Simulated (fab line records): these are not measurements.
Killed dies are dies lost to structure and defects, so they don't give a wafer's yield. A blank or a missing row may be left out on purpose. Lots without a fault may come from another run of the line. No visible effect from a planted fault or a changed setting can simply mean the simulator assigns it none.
The same fault as seen by 2 desks    flow gf180mcu    numbers are kept per desk, each desk with only its own; the story behind them comes last

== FROM THE METROLOGY DESK ==
What the gauges read, lot by lot, whatever tool the lot ran on: means of the sampled wafers that have a number. A lot is out of limits, marked OUT, if its mean lies more than 4 standard deviations from the usual mean; the brackets give that distance.
Columns: A = cdNm at GF_V5_CD_MEAS_14, usual 259.8 nm
lot   first seen here  A
L224  day 27 12:57     258.6
L225  day 27 16:24     258.8
L226  day 27 22:14     259.8
L228  day 28 11:25     261.5
L233  day 29 20:34     260.0
L236  day 30 23:45     259.5
L237  day 31 07:44     259.5
L239  day 31 17:00     261.2
L240  day 32 01:22     258.8
L242  day 32 13:32     260.1
L243  day 32 21:23     260.0
L244  day 33 03:28     260.7
L246  day 33 10:59     259.7
L247  day 33 16:57     261.0
This desk found nothing out of limits on any of the 14 lots.

== TOOL OWNER'S DESK, pvdSputter-04 ==
The tool's own readings at GF_SALICIDE_SPUTTER_02 (material Co, target thk 10 nm, time 20 s): means of the sampled wafers that have a number, for each lot that ran on this tool. A lot is out of limits, marked OUT, if its mean lies more than 4 standard deviations from the usual mean; the brackets give that distance.
Columns: A = throttleValvePct at GF_SALICIDE_SPUTTER_02, usual 30.4 %
lot   first seen here  A
L224  day 15 09:48     30.1
L225  day 15 15:21     30.2
L226  day 15 21:57     30.5
L233  day 18 03:46     30.3
L237  day 19 23:52     29.6
L247  day 23 12:43     30.0
This desk found nothing out of limits on any of the 6 lots.

== BROUGHT TOGETHER ==
At the metrology desk, nothing out of limits was observed.
The desk of the tool owner found nothing out of limits.

== WHAT THE SIMULATOR HAD PUT IN ==
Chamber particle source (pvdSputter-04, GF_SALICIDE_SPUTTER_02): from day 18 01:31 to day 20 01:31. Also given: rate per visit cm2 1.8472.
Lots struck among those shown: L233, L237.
